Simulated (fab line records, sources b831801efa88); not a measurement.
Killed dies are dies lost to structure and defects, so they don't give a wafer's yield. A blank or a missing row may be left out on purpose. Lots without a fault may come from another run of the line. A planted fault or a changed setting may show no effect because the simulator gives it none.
fab line records | flow sky130
record lots=6 wafers=18 last_day=49
route steps=708 shown PWDE@48 NWELL@56 PAD_OPEN@708
lots that met no fault: from a run of the same line without faults
start_h: hours from the record's first day to the start of the lot's first wafer shown | wait_h: hours since the lot's step before | " the same as in the row above | L1.1+2: a row that stands for several wafers | - no value, or no start given | * or withheld: withheld | < > ~ a bound
route shown NAME@n: a module of which the file shows steps, and the number in the route of the first | usual: mean/standard deviation of fault-free wafers | same: alike in all rows | chamber/n: place in a boat | sites: the reading at each site | _std_site: their standard deviation | _edge_site: outer sites' mean less inner sites' | radius_mm: how far each site lies from the wafer's centre | mask NAME#n: copy n | behind: the tool/chamber that last shaped the wafer | hold: why the lot was held/for how many hours/how that ended | device: the transistor (n, p or np) that didn't switch | end of line: the same wafers' tests at the end of the route | a step without rows: its recipe alone | killed: dies lost to structure and defects at the first sort, not the wafer's yield | map: a wafer's dies, x killed, . not, _ none there
set.NAME: the setting as run; set.NAME@STEP: as run at that earlier step | model.NAME: the simulator's own value behind a step, which no gauge read
lots at some steps of the route; a table a step, a row a wafer
services: from which hour (start_h, from the record's first day; less than 0 if before it) a tool's chamber was out of use, for how many hours, and why
## steps
# step SKY_PWDE_SOFTBAKE_03
# recipe temp_c=110 time_s=withheld
# step SKY_PWDE_EXPOSE_04
# recipe mask_id=PWDEM na=0.6 source_shape=conventional sigma_outer=0.6 polarization=unpolarized target_cd_nm=840 dose_mj=214
# step SKY_PWDE_PEB_05
# recipe temp_c=115 time_s=withheld
# step SKY_PWDE_DEVELOP_06
# recipe wall_angle_deg=90 developer=TMAH develop_time_s=60 dev_temp_c=23
# step SKY_PWDE_OVL_MEAS_07
# usual PWDE_OVL=0.8/1.7
# columns lot.wafer tool chamber start_h wait_h PWDE_OVL[nm]
L479.3 overlay-01 - 68.59 - 2.9
L479.4 " - " " 0.9
L479.6 " - " " 2.5
L481.1 overlay-02 - 83.54 - -1.1
L481.3 " - " " -1.0
L481.5 " - " " -0.3
L490.2 overlay-02 - 131.29 - 0.6
L490.3 " - " " -3.1
L490.6 " - " " -0.5
L491.1 overlay-02 - 137.72 - -1.1
L491.3 " - " " -0.4
L491.4 " - " " 0.1
L494.1 overlay-01 - 152.33 - 3.8
L494.3 " - " " 0.3
L494.5 " - " " 2.7
L498.1 overlay-02 - 174.48 - 0.9
L498.5 " - " " -0.4
L498.6 " - " " -0.8
# step SKY_PWDE_IMPLANT_08
# recipe species=B energy_kev=150 dose_cm2=3.6e+12 tilt_deg=withheld
# step SKY_PWDE_STRIP_09
# recipe chemistry=O2/N2 power_w=1400 pressure_mtorr=1500 platen_temp_c=withheld o2_flow_sccm=3000 n2_flow_sccm=300 overash_fraction=0.5
# usual drypump_motor_current_A=5.68/0.18 n2_flow_sccm=300.0/0.9 oes_product_au=0.722/0.0049 strip_time_to_endpoint_s=36.97/0.13
# columns lot.wafer tool chamber start_h wait_h drypump_motor_current_A n2_flow_sccm oes_product_au rf_hours_counter_h strip_time_to_endpoint_s
L479.3 plasma_asher-02 1 68.80 0.1 5.64 300.8 0.727 - 36.64
L479.4 " 0 " " 5.67 300.9 0.721 - 36.68
L479.6 " 1 " " 5.62 299.3 0.723 - 36.69
L481.1 plasma_asher-02 1 83.72 0.1 5.65 299.5 0.725 38 36.94
L481.3 " 1 " " 5.63 300.4 0.715 - 36.98
L481.5 " 0 " " 5.65 300.5 0.718 - 36.93
L490.2 plasma_asher-03 1 131.47 0.1 5.89 299.4 0.723 46 36.89
L490.3 " 1 " " 5.89 299.9 0.729 - 37.06
L490.6 " 0 " " 5.53 299.4 0.717 - 37.02
L491.1 plasma_asher-02 0 137.90 0.1 5.63 300.0 0.729 2 36.97
L491.3 " 0 " " 5.64 299.8 0.722 - 36.92
L491.4 " 1 " " 5.65 299.6 0.712 - 36.88
L494.1 plasma_asher-01 0 152.52 0.1 5.94 300.0 0.716 47 36.83
L494.3 " 0 " " 5.94 301.1 0.726 - 36.87
L494.5 " 0 " " 5.94 301.5 0.730 - 36.72
L498.1 plasma_asher-03 0 174.67 0.1 5.54 299.0 0.720 50 37.08
L498.5 " 0 " " 5.53 298.2 0.734 - 37.14
L498.6 " 1 " " 5.91 299.0 0.718 - 37.02
# step SKY_PWDE_TW_MEAS_10
# usual PWDE_TW=372/4.3
# columns lot.wafer tool chamber start_h wait_h PWDE_TW
L479.3 film_metro-04 - 68.89 0.1 375
L479.4 " - " " 375
L479.6 " - " " 377
L481.1 film_metro-02 - 83.82 0.1 371
L481.3 " - " " 372
L481.5 " - " " 370
L490.2 film_metro-01 - 131.58 0.1 369
L490.3 " - " " 370
L490.6 " - " " 368
L491.1 film_metro-02 - 138.00 0.1 370
L491.3 " - " " 369
L491.4 " - " " 370
L494.1 film_metro-02 - 152.62 0.1 368
L494.3 " - " " 368
L494.5 " - " " 369
L498.1 film_metro-01 - 174.77 0.1 366
L498.5 " - " " 368
L498.6 " - " " 372
# step SKY_NWELL_DEHYDRATE_03
# recipe temp_c=200 time_s=60
# step SKY_NWELL_HMDS_04
# recipe prime_time_s=60 prime_temp_c=120
# step SKY_NWELL_COAT_05
# recipe spin_rpm=2000 resist_thk_nm=3000
# step SKY_NWELL_SOFTBAKE_06
# recipe temp_c=110 time_s=withheld
# step SKY_NWELL_EXPOSE_07
# recipe mask_id=NWM na=0.6 source_shape=conventional sigma_outer=0.6 polarization=unpolarized target_cd_nm=840 dose_mj=255
# usual exposure_dose_mJ_cm2=254.98/0.29
# columns lot.wafer tool chamber start_h wait_h mask exposure_dose_mJ_cm2
L479.3 iline_stepper-01 0 77.50 - NWM#0 254.73
L479.4 " 0 " " NWM#0 255.01
L479.6 " 0 " " NWM#0 254.95
L481.1 iline_stepper-02 0 92.48 - NWM#0 254.89
L481.3 " 0 " " NWM#0 255.04
L481.5 " 0 " " NWM#0 255.17
L490.2 iline_stepper-01 0 141.60 - NWM#0 279.74
L490.3 " 0 " " NWM#0 279.61
L490.6 " 0 " " NWM#0 279.73
L491.1 iline_stepper-01 0 147.26 - NWM#0 280.26
L491.3 " 0 " " NWM#0 279.81
L491.4 " 0 " " NWM#0 280.00
L494.1 iline_stepper-02 0 162.58 - NWM#0 254.71
L494.3 " 0 " " NWM#0 254.65
L494.5 " 0 " " NWM#0 254.41
L498.1 iline_stepper-02 0 184.34 - NWM#0 255.24
L498.5 " 0 " " NWM#0 255.54
L498.6 " 0 " " NWM#0 254.96
# step SKY_NWELL_PEB_08
# recipe temp_c=115 time_s=withheld
# step SKY_PAD_OPEN_PROBE_99
# usual killed_at_M0_to_M3=44/7.2 killed_at_M4_up=3.0/1.9 killed_at_contacts=25/4.8 killed_at_front_end=16/4.2 killed_at_other=0.2/0.44 killed_dies=88/9.3 killed_open=48/7.1 killed_short=40/6.5
# same gross_dies=492 killed_at_back_side=0
# columns lot.wafer tool chamber start_h wait_h killed_at_M0_to_M3 killed_at_M4_up killed_at_contacts killed_at_front_end killed_at_other killed_dies killed_open killed_short model.etest.res_nwell.width_nm
L479.3 prober-02 - 1064.20 0.2 41 0 21 14 0 76 46 30 833.1
L479.4 prober-02 - 1064.25 0.2 44 3 20 17 0 84 49 35 830.9
L479.6 prober-02 - 1064.35 0.2 48 1 18 17 1 85 41 44 829.8
L481.1 prober-02 - 1083.50 0.1 50 2 24 13 0 89 46 43 856.7
L481.3 prober-02 - 1083.60 0.2 48 3 21 16 0 88 52 36 849
L481.5 prober-02 - 1083.70 0.2 48 5 20 12 0 85 43 42 852.9
L490.2 prober-01 - 1138.53 0.1 35 3 16 20 0 74 44 30 857.2
L490.3 prober-01 - 1138.58 0.2 45 3 18 19 0 85 44 41 861
L490.6 prober-01 - 1138.73 0.2 37 4 13 12 0 66 29 37 858.6
L491.1 prober-02 - 1143.40 0.1 41 3 31 17 0 92 44 48 869.3
L491.3 prober-02 - 1143.50 0.2 44 4 27 21 0 96 54 42 874.8
L491.4 prober-02 - 1143.55 0.2 43 0 27 16 1 87 58 29 874.8
L494.1 prober-01 - 1154.10 0.1 36 1 29 14 0 80 37 43 820
L494.3 prober-01 - 1154.20 0.2 44 5 26 21 0 96 40 56 823.1
L494.5 prober-01 - 1154.30 0.2 38 2 36 10 0 86 48 38 826.7
L498.1 prober-01 - 1173.09 0.1 48 2 24 15 0 89 37 52 849.5
L498.5 prober-01 - 1173.29 0.2 42 0 23 10 0 75 44 31 843.8
L498.6 prober-01 - 1173.34 0.2 53 1 31 16 1 102 53 49 837.3
# killed by level:class
L479.3 VIA1:geometric_particle:open=13 LI_CONTACT:geometric_particle:open=7 CONTACT:geometric_particle:open=6 METAL1:geometric_particle:short=5 VIA2:geometric_particle:open=5 VIA3:geometric_particle:open=5 POLY_GATE:geometric_particle:short=4 LI_CONTACT:geometric_particle:short=4
L479.4 VIA1:geometric_particle:open=14 CONTACT:geometric_particle:open=7 CONTACT:geometric_particle:short=6 METAL2:geometric_particle:short=6 VIA2:geometric_particle:open=6 POLY_GATE:geometric_particle:open=5 LI_CONTACT:geometric_particle:open=5 METAL1:geometric_particle:short=5
L479.6 VIA1:geometric_particle:open=11 METAL1:geometric_particle:short=9 METAL2:geometric_particle:short=8 LI_CONTACT:geometric_particle:open=6 FIELD_ISO:geometric_particle:short=5 POLY_GATE:geometric_particle:open=5 VIA3:geometric_particle:open=5 VIA3:geometric_particle:short=4
L481.1 VIA1:geometric_particle:open=13 LI_CONTACT:geometric_particle:open=9 METAL2:geometric_particle:short=8 CONTACT:geometric_particle:open=5 VIA1:geometric_particle:short=5 METAL1:geometric_particle:short=5 VIA3:geometric_particle:open=5 LOCAL_INTERCONNECT:geometric_particle:short=4
L481.3 VIA1:geometric_particle:open=10 VIA3:geometric_particle:open=7 VIA1:geometric_particle:short=7 VIA2:geometric_particle:open=7 FIELD_ISO:geometric_particle:open=6 CONTACT:geometric_particle:open=6 LI_CONTACT:geometric_particle:open=4 CONTACT:geometric_particle:short=4
L481.5 VIA1:geometric_particle:open=12 CONTACT:geometric_particle:open=8 METAL1:geometric_particle:short=7 VIA3:geometric_particle:open=7 VIA1:geometric_particle:short=6 METAL2:geometric_particle:short=6 FIELD_ISO:geometric_particle:short=5 LI_CONTACT:geometric_particle:open=5
L490.2 POLY_GATE:geometric_particle:open=8 VIA1:geometric_particle:open=8 LI_CONTACT:geometric_particle:open=7 VIA3:geometric_particle:open=7 POLY_GATE:geometric_particle:short=6 CONTACT:geometric_particle:open=5 METAL1:geometric_particle:short=5 VIA2:geometric_particle:open=5
L490.3 VIA1:geometric_particle:open=11 VIA2:geometric_particle:open=9 CONTACT:geometric_particle:open=8 METAL1:geometric_particle:short=7 FIELD_ISO:geometric_particle:open=5 VIA1:geometric_particle:short=5 FIELD_ISO:geometric_particle:short=4 LOCAL_INTERCONNECT:geometric_particle:short=4
L490.6 METAL1:geometric_particle:short=7 VIA3:geometric_particle:open=5 VIA2:geometric_particle:open=5 POLY_GATE:geometric_particle:open=4 VIA1:geometric_particle:short=4 VIA1:geometric_particle:open=4 VIA2:geometric_particle:short=4 METAL3:geometric_particle:short=4
L491.1 VIA1:geometric_particle:open=11 CONTACT:geometric_particle:open=11 CONTACT:geometric_particle:short=7 METAL1:geometric_particle:short=6 FIELD_ISO:geometric_particle:open=5 LOCAL_INTERCONNECT:geometric_particle:short=5 METAL2:geometric_particle:short=5 FIELD_ISO:geometric_particle:short=4
L491.3 CONTACT:geometric_particle:open=12 VIA3:geometric_particle:open=7 FIELD_ISO:geometric_particle:open=6 CONTACT:geometric_particle:short=6 METAL2:geometric_particle:short=6 VIA1:geometric_particle:open=6 POLY_GATE:geometric_particle:open=5 VIA1:geometric_particle:short=5
L491.4 CONTACT:geometric_particle:open=11 VIA3:geometric_particle:open=9 VIA1:geometric_particle:open=8 FIELD_ISO:geometric_particle:open=7 POLY_GATE:geometric_particle:open=5 LI_CONTACT:geometric_particle:open=5 CONTACT:geometric_particle:short=5 VIA2:geometric_particle:open=5
L494.1 LI_CONTACT:geometric_particle:short=7 LI_CONTACT:geometric_particle:open=7 CONTACT:geometric_particle:open=6 VIA1:geometric_particle:short=6 FIELD_ISO:geometric_particle:short=5 CONTACT:geometric_particle:short=5 VIA2:geometric_particle:open=5 VIA3:geometric_particle:open=5
L494.3 FIELD_ISO:geometric_particle:short=9 VIA1:geometric_particle:short=8 CONTACT:geometric_particle:open=7 METAL1:geometric_particle:short=7 VIA1:geometric_particle:open=7 LI_CONTACT:geometric_particle:open=6 LOCAL_INTERCONNECT:geometric_particle:short=6 VIA3:geometric_particle:open=6
L494.5 LOCAL_INTERCONNECT:geometric_particle:short=11 VIA1:geometric_particle:open=10 LI_CONTACT:geometric_particle:open=9 CONTACT:geometric_particle:open=8 METAL1:geometric_particle:short=7 POLY_GATE:geometric_particle:open=6 CONTACT:geometric_particle:short=6 VIA3:geometric_particle:open=6
L498.1 CONTACT:geometric_particle:open=11 METAL2:geometric_particle:short=9 METAL1:geometric_particle:short=8 POLY_GATE:geometric_particle:short=5 VIA2:geometric_particle:open=5 VIA2:geometric_particle:short=5 VIA3:geometric_particle:short=5 FIELD_ISO:geometric_particle:short=4
L498.5 VIA1:geometric_particle:open=13 CONTACT:geometric_particle:open=8 METAL1:geometric_particle:short=7 VIA3:geometric_particle:open=7 LI_CONTACT:geometric_particle:open=6 VIA2:geometric_particle:open=5 FIELD_ISO:geometric_particle:short=4 LOCAL_INTERCONNECT:geometric_particle:short=4
L498.6 CONTACT:geometric_particle:open=11 VIA1:geometric_particle:open=11 VIA2:geometric_particle:open=8 METAL1:geometric_particle:short=8 FIELD_ISO:geometric_particle:open=7 LOCAL_INTERCONNECT:geometric_particle:short=5 CONTACT:geometric_particle:short=5 METAL2:geometric_particle:short=5
## services
# columns tool chamber start_h hours kind
iline_stepper-02 - 45.73 1.7 pm
iline_stepper-01 - 52.87 1.7 pm
iline_stepper-02 - 78.89 5.2 repair
plasma_asher-01 - 105.20 1.6 repair
plasma_asher-02 - 108.75 9.0 pm
plasma_asher-02 0 108.75 9.0 vent_cycle
plasma_asher-02 1 108.75 9.0 vent_cycle
plasma_asher-02 0 117.75 - clean
plasma_asher-02 1 117.75 - clean
iline_stepper-01 - 169.74 4.4 pm
## key
first_sign step=SKY_NWELL_EXPOSE_07 reading=exposure_dose_mJ_cm2 direction=up sigmas=85 usual=* struck=*
effect none on later readings
model_effect step=SKY_PAD_OPEN_PROBE_99 value=etest.res_nwell.width_nm without=839.8 struck=865.9
met_at SKY_NWELL_EXPOSE_07
struck_wafers L490.2,L490.3,L490.6,L491.1,L491.3,L491.4
tester_left_out L490,L491
onset_between 77.50 141.60
fault kind=process_parameter_drift tool=iline_stepper-01 chamber=- onset_h=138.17 steps=SKY_NWELL_EXPOSE_07 channel=dose_mj offset=24.793 shape=step acts_in=these_recipes_only stated=255
# tester_left_out: of these lots the tester's yield and bins aren't shown, on N5 and GAA mostly nor the transistor test; their killed dies are dies lost to structure and defects alone, not to doping, threshold or leakage, so they don't give the yield
